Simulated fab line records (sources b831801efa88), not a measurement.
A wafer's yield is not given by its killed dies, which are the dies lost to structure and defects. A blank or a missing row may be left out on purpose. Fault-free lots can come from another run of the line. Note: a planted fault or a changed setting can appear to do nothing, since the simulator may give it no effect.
fab line records ; flow sky130
record: lots: 15; wafers: 45; last_day: 50
route steps=708 shown LI_CONTACT@386 CONTACT@432 VIA1@461
lots that met no fault: taken from a fault-free run of the same line
start_h: start of the lot's first displayed wafer, in hours after the record's first day ; wait_h: hours since the lot's step before ; " the same as in the row above ; L1.1+2: several wafers, shown together as one row ; - no value, or no start given ; * or withheld: withheld ; < > ~ a bound
route shown NAME@n: NAME is a module with steps in the file, n the number in the route of the first one ; usual: average and standard deviation across the fault-free wafers ; same: alike in all rows ; chamber/n: place in a boat ; sites: each site's reading ; _std_site: standard deviation of those values ; _edge_site: inner sites' mean taken away from outer sites' mean ; radius_mm: for every site, how far away it sits from the centre of the wafer ; mask NAME#n: copy n ; behind: the tool/chamber that last shaped the wafer ; hold: what put the lot on hold/how long, in hours/how the hold closed ; device: which transistor (n, p or np) failed to switch ; end of line: the route-end tests of the same wafers ; a step without rows: its recipe alone ; killed: dies that structure and defects cost at the first sort, which is not the same as the wafer's yield ; map: a wafer's dies, x killed, . not, _ none there
set.NAME: the setting as run; set.NAME@STEP: as run at that earlier step ; model.NAME: the simulator's own value behind a step, which no gauge read
one table for each step of the route and one row for each wafer, over a sample of lots
services: when a tool's chamber went out of use (start_h, in hours from the record's first day, below 0 if earlier), for how many hours, and the reason
== steps ==
step: SKY_LI_CONTACT_CMP_24
recipe: stop_on: PSG; t_overpolish_s: 20; down_force_psi: 3.5; platen_rpm: 60; target_thk_nm: 0; pad_velocity_m_s: 0.94248
usual: motor_current_A: 11.1/1.2; overpolish_run_s: 20.001/0.0098; time_to_endpoint_s: 98/5.3
lot.wafer;tool;chamber;start_h;wait_h;motor_current_A;overpolish_run_s;time_to_endpoint_s
L268.3;cmp-01;0;679.91;0.0;11.7;20.011;90
L268.1;cmp-01;3;679.91;0.0;11.3;20.007;99
L268.5;cmp-01;0;679.91;0.0;11.9;20.000;89
L269.1;cmp-01;0;682.19;0.1;11.4;19.987;91
L269.2;cmp-01;1;682.19;0.1;11.5;19.999;90
L269.5;cmp-01;2;682.19;0.1;10.4;20.017;96
L273.2;cmp-01;2;715.24;0.1;10.6;20.006;100
L273.1;cmp-01;0;715.24;0.1;11.9;20.004;92
L273.6;cmp-01;2;715.24;0.1;10.5;19.998;98
L274.1;cmp-01;1;751.54;0.2;12.5;20.001;90
L274.6;cmp-01;2;751.54;0.2;10.5;19.997;100
L274.5;cmp-01;3;751.54;0.2;10.4;20.008;100
L276.4;cmp-01;2;752.21;0.1;10.0;19.992;100
L276.6;cmp-01;0;752.21;0.1;11.4;20.006;92
L276.5;cmp-01;1;752.21;0.1;12.5;19.982;91
L277.2;cmp-01;0;756.36;0.1;11.1;20.005;90
L277.1;cmp-01;1;756.36;0.1;11.0;19.991;96
L277.3;cmp-01;2;756.36;0.1;10.6;20.027;103
L278.4;cmp-02;3;759.49;0.0;9.4;20.009;101
L278.3;cmp-02;0;759.49;0.0;14.4;20.009;98
L278.6;cmp-02;3;759.49;0.0;10.3;20.000;101
L279.3;cmp-02;2;762.98;0.0;10.2;20.004;103
L279.6;cmp-02;2;762.98;0.0;10.6;20.010;102
L279.5;cmp-02;3;762.98;0.0;10.3;19.979;102
L280.2;cmp-02;1;772.90;0.0;11.1;20.010;105
L280.6;cmp-02;1;772.90;0.0;10.6;19.998;109
L280.5;cmp-02;2;772.90;0.0;10.3;20.001;102
L283.1;cmp-02;3;790.81;0.1;10.2;20.014;104
L283.3;cmp-02;1;790.81;0.1;11.0;19.993;107
L283.5;cmp-02;2;790.81;0.1;9.4;19.997;98
L287.2;cmp-01;2;825.24;0.1;9.9;20.014;103
L287.3;cmp-01;3;825.24;0.1;10.9;20.013;104
L287.4;cmp-01;0;825.24;0.1;11.5;19.998;93
L288.2;cmp-02;1;828.01;0.0;11.1;19.986;106
L288.3;cmp-02;3;828.01;0.0;10.0;19.983;102
L288.5;cmp-02;2;828.01;0.0;10.3;20.012;99
L289.1;cmp-02;3;837.00;0.1;9.9;19.990;97
L289.2;cmp-02;1;837.00;0.1;11.6;20.001;95
L289.6;cmp-02;2;837.00;0.1;10.3;20.005;95
L290.2;cmp-01;2;844.34;0.1;10.4;20.001;97
L290.5;cmp-01;0;844.34;0.1;11.2;20.025;91
L290.6;cmp-01;1;844.34;0.1;11.6;20.006;95
L291.4;cmp-01;0;850.14;0.0;11.5;19.993;92
L291.1;cmp-01;3;850.14;0.0;10.7;20.005;103
L291.5;cmp-01;0;850.14;0.0;11.2;20.010;98
step: SKY_CONTACT_THK_MEAS_26
recipe: thk_meas_gauge: xrf; reads: W_of_CONTACT_CVD_24
usual: CONTACT_W_THK: 338/4.9
lot.wafer;tool;chamber;start_h;wait_h;CONTACT_W_THK[nm]
L268.1;film_metro-02;-;738.50;0.1;340
L268.3;film_metro-02;-;738.50;0.1;343
L268.5;film_metro-02;-;738.50;0.1;342
L269.1;film_metro-02;-;741.10;0.1;342
L269.2;film_metro-02;-;741.10;0.1;342
L269.5;film_metro-02;-;741.10;0.1;339
L273.1;film_metro-02;-;773.39;0.1;332
L273.2;film_metro-02;-;773.39;0.1;348
L273.6;film_metro-02;-;773.39;0.1;346
L274.1;film_metro-01;-;807.69;0.1;336
L274.5;film_metro-01;-;807.69;0.1;344
L274.6;film_metro-01;-;807.69;0.1;341
L276.4;film_metro-03;-;808.67;0.1;337
L276.5;film_metro-03;-;808.67;0.1;332
L276.6;film_metro-03;-;808.67;0.1;339
L277.1;film_metro-01;-;811.94;0.1;330
L277.2;film_metro-01;-;811.94;0.1;331
L277.3;film_metro-01;-;811.94;0.1;336
L278.3;film_metro-03;-;815.86;0.1;335
L278.4;film_metro-03;-;815.86;0.1;331
L278.6;film_metro-03;-;815.86;0.1;333
L279.3;film_metro-02;-;818.66;0.1;341
L279.5;film_metro-02;-;818.66;0.1;336
L279.6;film_metro-02;-;818.66;0.1;334
L280.2;film_metro-03;-;828.30;0.1;342
L280.5;film_metro-03;-;828.30;0.1;337
L280.6;film_metro-03;-;828.30;0.1;326
L283.1;film_metro-03;-;846.14;0.1;349
L283.3;film_metro-03;-;846.14;0.1;344
L283.5;film_metro-03;-;846.14;0.1;346
L287.2;film_metro-03;-;878.80;0.1;332
L287.3;film_metro-03;-;878.80;0.1;336
L287.4;film_metro-03;-;878.80;0.1;334
L288.2;film_metro-03;-;882.51;0.1;344
L288.3;film_metro-03;-;882.51;0.1;332
L288.5;film_metro-03;-;882.51;0.1;344
L289.1;film_metro-02;-;891.29;0.1;340
L289.2;film_metro-02;-;891.29;0.1;348
L289.6;film_metro-02;-;891.29;0.1;342
L290.2;film_metro-01;-;898.59;0.1;334
L290.5;film_metro-01;-;898.59;0.1;337
L290.6;film_metro-01;-;898.59;0.1;338
L291.1;film_metro-02;-;904.30;0.1;347
L291.4;film_metro-02;-;904.30;0.1;345
L291.5;film_metro-02;-;904.30;0.1;342
step: SKY_VIA1_BOW_MEAS_03
recipe: mode: bow
usual: VIA1_BOW: 80/7.9
lot.wafer;tool;chamber;start_h;wait_h;VIA1_BOW[um]
L268.1;film_metro-01;-;767.77;0.2;78
L268.3;film_metro-01;-;767.77;0.2;78
L268.5;film_metro-01;-;767.77;0.2;83
L269.1;film_metro-02;-;770.44;0.1;72
L269.2;film_metro-02;-;770.44;0.1;71
L269.5;film_metro-02;-;770.44;0.1;71
L273.1;film_metro-01;-;801.18;0.1;83
L273.2;film_metro-01;-;801.18;0.1;92
L273.6;film_metro-01;-;801.18;0.1;82
L274.1;film_metro-02;-;835.27;0.2;83
L274.5;film_metro-02;-;835.27;0.2;79
L274.6;film_metro-02;-;835.27;0.2;77
L276.4;film_metro-01;-;836.81;0.2;76
L276.5;film_metro-01;-;836.81;0.2;77
L276.6;film_metro-01;-;836.81;0.2;77
L277.1;film_metro-01;-;840.23;0.1;77
L277.2;film_metro-01;-;840.23;0.1;90
L277.3;film_metro-01;-;840.23;0.1;85
L278.3;film_metro-02;-;843.12;0.2;68
L278.4;film_metro-02;-;843.12;0.2;78
L278.6;film_metro-02;-;843.12;0.2;74
L279.3;film_metro-01;-;846.04;0.1;75
L279.5;film_metro-01;-;846.04;0.1;76
L279.6;film_metro-01;-;846.04;0.1;71
L280.2;film_metro-01;-;857.18;0.3;75
L280.5;film_metro-01;-;857.18;0.3;80
L280.6;film_metro-01;-;857.18;0.3;73
L283.1;film_metro-04;-;874.33;0.1;71
L283.3;film_metro-04;-;874.33;0.1;70
L283.5;film_metro-04;-;874.33;0.1;74
L287.2;film_metro-02;-;905.94;0.3;91
L287.3;film_metro-02;-;905.94;0.3;89
L287.4;film_metro-02;-;905.94;0.3;89
L288.2;film_metro-01;-;910.13;0.1;86
L288.3;film_metro-01;-;910.13;0.1;80
L288.5;film_metro-01;-;910.13;0.1;89
L289.1;film_metro-01;-;918.66;0.2;90
L289.2;film_metro-01;-;918.66;0.2;90
L289.6;film_metro-01;-;918.66;0.2;80
L290.2;film_metro-04;-;925.85;0.2;71
L290.5;film_metro-04;-;925.85;0.2;80
L290.6;film_metro-04;-;925.85;0.2;76
L291.1;film_metro-01;-;931.27;0.1;87
L291.4;film_metro-01;-;931.27;0.1;74
L291.5;film_metro-01;-;931.27;0.1;83
step: SKY_VIA1_ETCH_14
recipe: chemistry: N2/H2; target: BARC; ion_energy_ev: 200; source_w: 500; bias_w: 100; pressure_mtorr: 30; n2_flow_sccm: 100; h2_flow_sccm: 200; stop_on: SiO2; time_s: 45.9; target_depth_a: 600
usual: bias_w: 100.0/0.3; chamber_pressure_mTorr: 29.998/0.028; drypump_motor_current_A: 5.6/0.4; oes_product_au: 0.854/0.0049; throttle_valve_pct: 13.226/0.0082; time_s: 45.9/0
lot.wafer;tool;chamber;start_h;wait_h;bias_w;chamber_pressure_mTorr;drypump_motor_current_A;oes_product_au;rf_hours_counter_h;throttle_valve_pct;time_s
L268.1;rie_diel-03;1;794.28;0.0;100.2;29.990;5.8;0.866;12;13.224;45.9
L268.3;rie_diel-03;3;794.28;0.0;100.1;29.979;5.3;0.857;19;13.247;45.9
L268.5;rie_diel-03;3;794.28;0.0;100.0;30.029;5.3;0.856;-;13.225;45.9
L269.1;rie_diel-01;3;796.32;0.0;100.6;30.009;5.7;0.843;17;13.230;45.9
L269.2;rie_diel-01;1;796.32;0.0;100.0;30.029;5.5;0.847;13;13.234;45.9
L269.5;rie_diel-01;2;796.32;0.0;99.5;30.042;4.9;0.862;-;13.214;45.9
L273.1;rie_diel-02;1;828.58;0.0;100.0;29.953;5.8;0.855;17;13.215;45.9
L273.2;rie_diel-02;3;828.58;0.0;100.0;30.000;6.0;0.849;8;13.223;45.9
L273.6;rie_diel-02;1;828.58;0.0;99.6;30.012;5.8;0.855;-;13.210;45.9
L274.1;rie_diel-02;1;861.18;0.0;100.4;29.981;5.8;0.857;17;13.228;45.9
L274.5;rie_diel-02;3;861.18;0.0;100.2;30.016;6.0;0.855;-;13.225;45.9
L274.6;rie_diel-02;0;861.18;0.0;99.6;30.039;5.0;0.864;-;13.236;45.9
L276.4;rie_diel-01;2;862.15;0.0;100.0;30.023;4.9;0.853;23;13.218;45.9
L276.5;rie_diel-01;0;862.15;0.0;99.3;30.047;5.4;0.846;-;13.235;45.9
L276.6;rie_diel-01;3;862.15;0.0;99.8;29.980;5.7;0.853;-;13.227;45.9
L277.1;rie_diel-01;2;866.07;0.0;100.0;29.974;4.9;0.847;23;13.233;45.9
L277.2;rie_diel-01;1;866.07;0.0;99.8;30.016;5.5;0.849;15;13.228;45.9
L277.3;rie_diel-01;3;866.07;0.0;100.0;29.996;5.7;0.854;19;13.205;45.9
L278.3;rie_diel-03;0;869.02;0.0;-;-;-;-;-;-;-
L278.4;rie_diel-03;3;869.02;0.0;-;-;-;-;-;-;-
L278.6;rie_diel-03;0;869.02;0.0;-;-;-;-;-;-;-
L279.3;rie_diel-03;1;871.83;0.0;-;-;-;-;-;-;-
L279.5;rie_diel-03;0;871.83;0.0;-;-;-;-;-;-;-
L279.6;rie_diel-03;3;871.83;0.0;-;-;-;-;-;-;-
L280.2;rie_diel-02;0;882.63;0.0;-;-;-;-;-;-;-
L280.5;rie_diel-02;3;882.63;0.0;-;-;-;-;-;-;-
L280.6;rie_diel-02;0;882.63;0.0;-;-;-;-;-;-;-
L283.1;rie_diel-03;3;900.88;0.0;99.9;30.007;5.3;0.860;23;13.230;45.9
L283.3;rie_diel-03;1;900.88;0.0;99.5;29.962;5.8;0.852;15;13.236;45.9
L283.5;rie_diel-03;1;900.88;0.0;99.6;30.005;5.8;0.851;-;13.220;45.9
L287.2;rie_diel-01;0;931.17;0.0;100.3;30.029;5.4;0.850;15;13.225;45.9
L287.3;rie_diel-01;1;931.17;0.0;100.2;30.010;5.5;0.853;16;13.226;45.9
L287.4;rie_diel-01;2;931.17;0.0;99.6;29.976;4.9;0.854;25;13.228;45.9
L288.2;rie_diel-03;3;934.88;0.0;100.3;29.971;5.3;0.855;24;13.222;45.9
L288.3;rie_diel-03;0;934.88;0.0;100.2;29.979;6.1;0.847;12;13.209;45.9
L288.5;rie_diel-03;0;934.88;0.0;99.6;30.049;6.1;0.848;-;13.227;45.9
L289.1;rie_diel-01;3;943.03;0.0;100.7;30.011;5.7;0.853;22;13.207;45.9
L289.2;rie_diel-01;2;943.03;0.0;99.7;29.999;4.9;0.857;26;13.220;45.9
L289.6;rie_diel-01;1;943.03;0.0;100.0;29.990;5.5;0.851;-;13.217;45.9
L290.2;rie_diel-02;0;950.03;0.0;99.8;29.975;5.1;0.856;7;13.219;45.9
L290.5;rie_diel-02;0;950.03;0.0;99.9;29.976;5.1;0.852;-;13.238;45.9
L290.6;rie_diel-02;3;950.03;0.0;99.4;29.995;6.0;0.852;-;13.236;45.9
L291.1;rie_diel-01;2;955.13;0.0;99.7;30.065;4.9;0.848;26;13.224;45.9
L291.4;rie_diel-01;3;955.13;0.0;100.3;30.026;5.7;0.850;22;13.216;45.9
L291.5;rie_diel-01;3;955.13;0.0;100.1;29.972;5.7;0.845;-;13.228;45.9
step: SKY_VIA1_ETCH_15
recipe: target: SiO2; chemistry: C4F8/O2/Ar; target_depth_nm: 351; stop_on: TiN; mask_material: KrF-thick; source_w: 1500; bias_w: 1200; pressure_mtorr: 40; c4f8_flow_sccm: withheld; O2_flow_sccm: 6; Ar_flow_sccm: 300; time_s: 54
usual: bias_w: 1200/3.9; chamber_pressure_mTorr: 40.01/0.037; oes_product_au: 0.981/0.0068
same: time_s: 54
lot.wafer;tool;chamber;start_h;wait_h;bias_w;chamber_pressure_mTorr;oes_product_au;rf_hours_counter_h
L268.1;rie_diel-03;1;794.32;0.0;1198;39.97;0.983;12
L268.3;rie_diel-03;3;794.32;0.0;1200;40.07;0.975;19
L268.5;rie_diel-03;3;794.32;0.0;1203;39.99;0.986;-
L269.1;rie_diel-01;3;796.36;0.0;1204;39.98;0.988;17
L269.2;rie_diel-01;1;796.36;0.0;1200;40.03;0.982;13
L269.5;rie_diel-01;2;796.36;0.0;1199;39.98;0.974;-
L273.1;rie_diel-02;1;828.62;0.0;1205;40.06;0.986;17
L273.2;rie_diel-02;3;828.62;0.0;1200;39.97;0.979;8
L273.6;rie_diel-02;1;828.62;0.0;1198;39.99;0.973;-
L274.1;rie_diel-02;1;861.22;0.0;1194;39.97;0.980;17
L274.5;rie_diel-02;3;861.22;0.0;1199;40.01;0.974;-
L274.6;rie_diel-02;0;861.22;0.0;1200;39.97;0.989;-
L276.4;rie_diel-01;2;862.19;0.0;1204;40.04;0.989;23
L276.5;rie_diel-01;0;862.19;0.0;1203;40.01;0.989;-
L276.6;rie_diel-01;3;862.19;0.0;1200;40.02;0.991;-
L277.1;rie_diel-01;2;866.12;0.0;1199;40.09;0.982;23
L277.2;rie_diel-01;1;866.12;0.0;1195;40.09;0.983;15
L277.3;rie_diel-01;3;866.12;0.0;1206;39.94;0.983;20
L278.3;rie_diel-03;0;869.07;0.0;1195;40.03;0.376;10
L278.4;rie_diel-03;3;869.07;0.0;1200;39.91;0.369;21
L278.6;rie_diel-03;0;869.07;0.0;1202;39.98;0.367;-
L279.3;rie_diel-03;1;871.87;0.0;1197;40.03;0.370;14
L279.5;rie_diel-03;0;871.87;0.0;1202;40.01;0.373;-
L279.6;rie_diel-03;3;871.87;0.0;1199;40.04;0.368;-
L280.2;rie_diel-02;0;882.67;0.0;1206;39.98;0.382;6
L280.5;rie_diel-02;3;882.67;0.0;1198;39.96;0.387;-
L280.6;rie_diel-02;0;882.67;0.0;1202;40.01;0.381;-
L283.1;rie_diel-03;3;900.92;0.0;1200;39.95;0.978;23
L283.3;rie_diel-03;1;900.92;0.0;1203;40.06;0.972;15
L283.5;rie_diel-03;1;900.92;0.0;1205;40.00;0.969;-
L287.2;rie_diel-01;0;931.22;0.0;1199;39.99;0.987;15
L287.3;rie_diel-01;1;931.22;0.0;1198;40.01;0.974;16
L287.4;rie_diel-01;2;931.22;0.0;1198;40.01;0.975;25
L288.2;rie_diel-03;3;934.92;0.0;1203;40.03;0.977;24
L288.3;rie_diel-03;0;934.92;0.0;1194;40.01;0.984;12
L288.5;rie_diel-03;0;934.92;0.0;1199;39.96;0.993;-
L289.1;rie_diel-01;3;943.07;0.0;1192;40.05;0.984;22
L289.2;rie_diel-01;2;943.07;0.0;1201;40.02;0.988;26
L289.6;rie_diel-01;1;943.07;0.0;1197;40.02;0.987;-
L290.2;rie_diel-02;0;950.07;0.0;1200;40.01;0.989;7
L290.5;rie_diel-02;0;950.07;0.0;1198;39.97;0.989;-
L290.6;rie_diel-02;3;950.07;0.0;1208;40.08;0.985;-
L291.1;rie_diel-01;2;955.17;0.0;1204;40.01;0.981;26
L291.4;rie_diel-01;3;955.17;0.0;1207;39.98;0.974;22
L291.5;rie_diel-01;3;955.17;0.0;1203;40.04;0.975;-
step: SKY_VIA1_STRIP_16
recipe: chemistry: O2/N2; power_w: 1400; pressure_mtorr: 1500; platen_temp_c: withheld; o2_flow_sccm: 3000; n2_flow_sccm: 300; overash_fraction: 0.5
usual: drypump_motor_current_A: 6.1/0.53; oes_product_au: 0.416/0.0051; strip_time_to_endpoint_s: 4.459/0.027
lot.wafer;tool;chamber;start_h;wait_h;drypump_motor_current_A;oes_product_au;rf_hours_counter_h;strip_time_to_endpoint_s
L268.1;plasma_asher-03;1;794.37;0.0;6.3;0.411;5;4.494
L268.3;plasma_asher-03;1;794.37;0.0;6.3;0.418;-;4.463
L268.5;plasma_asher-03;0;794.37;0.0;6.6;0.417;-;4.468
L269.1;plasma_asher-02;0;796.41;0.0;6.2;0.408;95;4.388
L269.2;plasma_asher-02;1;796.41;0.0;6.0;0.417;95;4.418
L269.5;plasma_asher-02;0;796.41;0.0;6.1;0.408;-;4.441
L273.1;plasma_asher-03;1;828.67;0.0;6.3;0.419;9;4.479
L273.2;plasma_asher-03;0;828.67;0.0;6.6;0.413;9;4.454
L273.6;plasma_asher-03;0;828.67;0.0;6.6;0.416;-;4.491
L274.1;plasma_asher-03;1;861.27;0.0;6.3;0.417;12;4.509
L274.5;plasma_asher-03;1;861.27;0.0;6.3;0.411;-;4.503
L274.6;plasma_asher-03;0;861.27;0.0;6.6;0.411;-;4.463
L276.4;plasma_asher-03;1;862.27;0.1;6.3;0.425;-;4.473
L276.5;plasma_asher-03;1;862.27;0.1;6.3;0.416;-;4.422
L276.6;plasma_asher-03;0;862.27;0.1;6.6;0.413;-;4.437
L277.1;plasma_asher-03;0;866.16;0.0;6.6;0.422;13;4.485
L277.2;plasma_asher-03;1;866.16;0.0;6.4;0.413;13;4.444
L277.3;plasma_asher-03;1;866.16;0.0;6.3;0.419;-;4.445
L278.3;plasma_asher-03;1;869.15;0.1;6.3;0.425;-;4.895
L278.4;plasma_asher-03;0;869.15;0.1;6.6;0.438;-;4.920
L278.6;plasma_asher-03;0;869.15;0.1;6.5;0.424;-;4.879
L279.3;plasma_asher-02;1;871.95;0.1;6.0;0.435;-;4.936
L279.5;plasma_asher-02;1;871.95;0.1;6.0;0.428;-;4.901
L279.6;plasma_asher-02;0;871.95;0.1;6.2;0.440;-;4.931
L280.2;plasma_asher-03;0;882.72;0.0;6.6;0.431;15;4.901
L280.5;plasma_asher-03;0;882.72;0.0;6.6;0.436;-;4.926
L280.6;plasma_asher-03;1;882.72;0.0;6.3;0.444;-;4.889
L283.1;plasma_asher-01;1;900.97;0.0;6.4;0.415;42;4.457
L283.3;plasma_asher-01;1;900.97;0.0;6.4;0.412;-;4.469
L283.5;plasma_asher-01;0;900.97;0.0;5.0;0.415;-;4.475
L287.2;plasma_asher-01;1;931.26;0.0;6.5;0.411;45;4.405
L287.3;plasma_asher-01;1;931.26;0.0;6.5;0.409;-;4.433
L287.4;plasma_asher-01;0;931.26;0.0;5.0;0.415;-;4.440
L288.2;plasma_asher-02;0;934.97;0.0;6.2;0.421;110;4.440
L288.3;plasma_asher-02;0;934.97;0.0;6.2;0.418;-;4.413
L288.5;plasma_asher-02;1;934.97;0.0;5.9;0.410;-;4.422
L289.1;plasma_asher-01;1;943.12;0.0;6.4;0.412;46;4.445
L289.2;plasma_asher-01;0;943.12;0.0;4.9;0.420;46;4.481
L289.6;plasma_asher-01;1;943.12;0.0;6.4;0.421;-;4.476
L290.2;plasma_asher-02;1;950.12;0.0;6.0;0.416;111;4.440
L290.5;plasma_asher-02;1;950.12;0.0;6.0;0.410;-;4.430
L290.6;plasma_asher-02;0;950.12;0.0;6.2;0.411;-;4.442
L291.1;plasma_asher-01;0;955.22;0.0;5.0;0.412;48;4.465
L291.4;plasma_asher-01;1;955.22;0.0;6.4;0.425;-;4.455
L291.5;plasma_asher-01;0;955.22;0.0;5.0;0.418;-;4.436
== services ==
tool;chamber;start_h;hours;kind
cmp-01;-;657.20;4.9;repair
cmp-02;-;668.37;0.6;repair
cmp-02;-;675.24;0.9;repair
cmp-02;-;678.34;4.2;pm
rie_diel-01;3;687.47;1.8;repair
cmp-02;-;696.18;4.3;repair
rie_diel-01;-;712.26;14.6;pm
cmp-02;-;716.21;0.9;repair
rie_diel-03;-;724.92;1.6;repair
plasma_asher-03;-;733.75;9.0;pm
cmp-01;-;744.06;4.0;pm
rie_diel-03;0;755.05;2.0;repair
cmp-01;-;763.54;4.0;pm
rie_diel-03;-;769.78;0.2;repair
rie_diel-03;-;776.04;0.5;repair
cmp-02;-;801.90;0.3;repair
rie_diel-03;2;807.17;1.8;repair
rie_diel-03;0;816.13;8.8;repair
cmp-01;-;839.18;0.9;repair
cmp-01;-;850.44;7.2;pm
rie_diel-01;-;855.12;0.7;repair
rie_diel-03;2;885.68;11.1;repair
rie_diel-02;0;932.78;5.6;repair
rie_diel-01;-;934.77;0.7;repair
== key ==
first_sign: step: SKY_VIA1_ETCH_14; reading: tool_record; direction: missing
effect: step: SKY_VIA1_ETCH_15; reading: oes_product_au; direction: down; sigmas: 89; usual: 0.981; struck: 0.375
effect: step: SKY_VIA1_STRIP_16; reading: strip_time_to_endpoint_s; direction: up; sigmas: 17; usual: *; struck: *
met_at SKY_VIA1_ETCH_14
struck_lots L278,L279,L280
later_rows_left_out L278.3,L278.4,L278.6,L279.3,L279.5,L279.6,L280.2,L280.5,L280.6
sort_left_out L278.3,L278.4,L278.6,L279.3,L279.5,L279.6,L280.2,L280.5,L280.6
not_acting_at SKY_LI_CONTACT_CMP_24,SKY_CONTACT_THK_MEAS_26,SKY_VIA1_BOW_MEAS_03
onset_between 861.18 869.02
fault: kind: skipped_step_whole; tool: rie_diel-02,rie_diel-03; chamber: -; onset_h: 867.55; steps: SKY_VIA1_ETCH_14; scope: struck_lots_only
sort_left_out: the simulated sort isn't trusted on such a fault, so these wafers' sort isn't shown, and their yield isn't known
later_rows_left_out: the simulator's readings of these wafers behind a module that went badly wrong aren't trusted and aren't shown, but for the sort
